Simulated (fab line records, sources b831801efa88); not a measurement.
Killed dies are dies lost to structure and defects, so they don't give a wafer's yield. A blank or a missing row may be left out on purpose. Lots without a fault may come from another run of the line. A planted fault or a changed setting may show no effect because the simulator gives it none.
One fault seen from 2 desks | flow sky130 | each desk has only its own numbers; what lay behind them comes last

THE METROLOGY DESK
What the gauges read, lot by lot, whatever tool the lot ran on: means of the sampled wafers that have a number. A lot is out of limits, marked OUT, if its mean lies more than 4 standard deviations from the usual mean; the brackets give that distance.
Columns: A = VIA1_HDPCVD_THK at SKY_VIA1_THK_MEAS_01, usual 1032 nm
lot  | first seen here | A
L544 | day 32 21:13    | 1046
L545 | day 33 02:35    | 1031
L548 | day 34 12:56    | 1024
L549 | day 35 07:10    | 1032
L550 | day 35 09:35    | 1006
L554 | day 36 10:49    | 1042
L555 | day 36 18:19    | 1034
L561 | day 38 17:01    | 996
L564 | day 39 00:32    | 1021
L565 | day 39 18:28    | 1029
L567 | day 39 23:21    | 1007
This desk's finding: nothing out of limits on any of the 11 lots.

THE TOOL OWNER'S DESK: hdpcvd-02
The tool's own readings at SKY_VIA1_HDPCVD_00 (deposits SiO2, target thk 1030 nm, time 171.7 s): means of the sampled wafers that have a number, for each lot that ran on this tool. A lot is out of limits, marked OUT, if its mean lies more than 4 standard deviations from the usual mean; the brackets give that distance.
Columns: A = run_length_s at SKY_VIA1_HDPCVD_00, usual 199.3 s
lot  | first seen here | A
L545 | day 33 02:25    | 199.7
L548 | day 34 12:49    | 199.5
L554 | day 36 10:41    | 199.4
L555 | day 36 18:12    | 199.0
L561 | day 38 16:54    | 192.7 (-12) OUT
L564 | day 39 00:25    | 196.2 (-5.4) OUT
This desk's finding: out of limits on L561, L564; first on L561, day 38 16:54 (run_length_s at SKY_VIA1_HDPCVD_00). In limits: L545, L548, L554, L555.

PUT TOGETHER
The tool owner's desk could have raised an alarm at day 38 16:54, on L561, L564.
The metrology desk saw nothing out of limits.
The metrology desk has L561, L564 on record, within its limits.
Of the lots named, all ran SKY_VIA1_HDPCVD_00 on hdpcvd-02.

WHAT THE SIMULATOR HAD PUT IN
Process parameter drift: hdpcvd-02, from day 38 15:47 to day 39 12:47, at SKY_VIA1_HDPCVD_00. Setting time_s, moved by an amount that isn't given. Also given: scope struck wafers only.
Lots struck among those shown: L561, L564.
Hours from the fault's start to each desk's first reading out of limits: the tool owner's desk, 1.
